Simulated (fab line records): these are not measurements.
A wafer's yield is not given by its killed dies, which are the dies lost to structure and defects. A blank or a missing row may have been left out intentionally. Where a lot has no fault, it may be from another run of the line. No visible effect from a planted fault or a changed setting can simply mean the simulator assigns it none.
Matching of chambers    flow gf180mcu    GF_V5_CMP_04 on cmp-01: 4 sister chambers
The step polishes SiO2. 8 wafers are shown with their chamber, then 7 later ones without.

== WAFERS PAIRED WITH THEIR CHAMBERS ==
wafer   chamber  motorCurrentA (A)  slurryFlowMlMin
L970.3  3        13.6               149.9
L972.6  2        11.0               149.1
L974.5  2        10.7               149.7
L976.2  1        12.5               150.5
L976.4  0        11.0               149.7
L976.5  1        12.5               150.4
L977.1  0        11.3               150.5
L977.2  3        13.7               149.7

== WAFERS MISSING THEIR CHAMBER ==
wafer   motorCurrentA (A)  slurryFlowMlMin
L977.6  10.2               150.0
L982.1  12.6               149.9
L982.2  10.7               150.4
L982.5  12.4               149.8
L984.1  13.8               149.0
L984.3  12.7               150.1
L984.4  10.4               148.8

== EACH ONE'S CHAMBER ==
wafer   from the rows above      in truth
L977.6  can't be placed: 2 or 0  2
L982.1  1                        1
L982.2  can't be placed: 2 or 0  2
L982.5  1                        1
L984.1  3                        3
L984.3  1                        1
L984.4  2                        2
Correct placement for 5 of the 7. Can't be placed from these rows: 2 (the true chamber is among the candidates in 2). Number placed wrongly: 0.
How it was worked out, from the rows above alone: a wafer's distance from a chamber is the root of the sum, over the readings, of the square of ((its reading less the chamber's mean) divided by the reading's scatter). The wafer belongs to the nearest chamber; if the next one is less than 2 further off, it can't be placed. The mean given for a chamber averages the wafers shown for that chamber. The scatter is the square root of a quotient: the sum, over the shown wafers, of each reading's squared deviation from its chamber's mean, divided by wafers minus chambers.
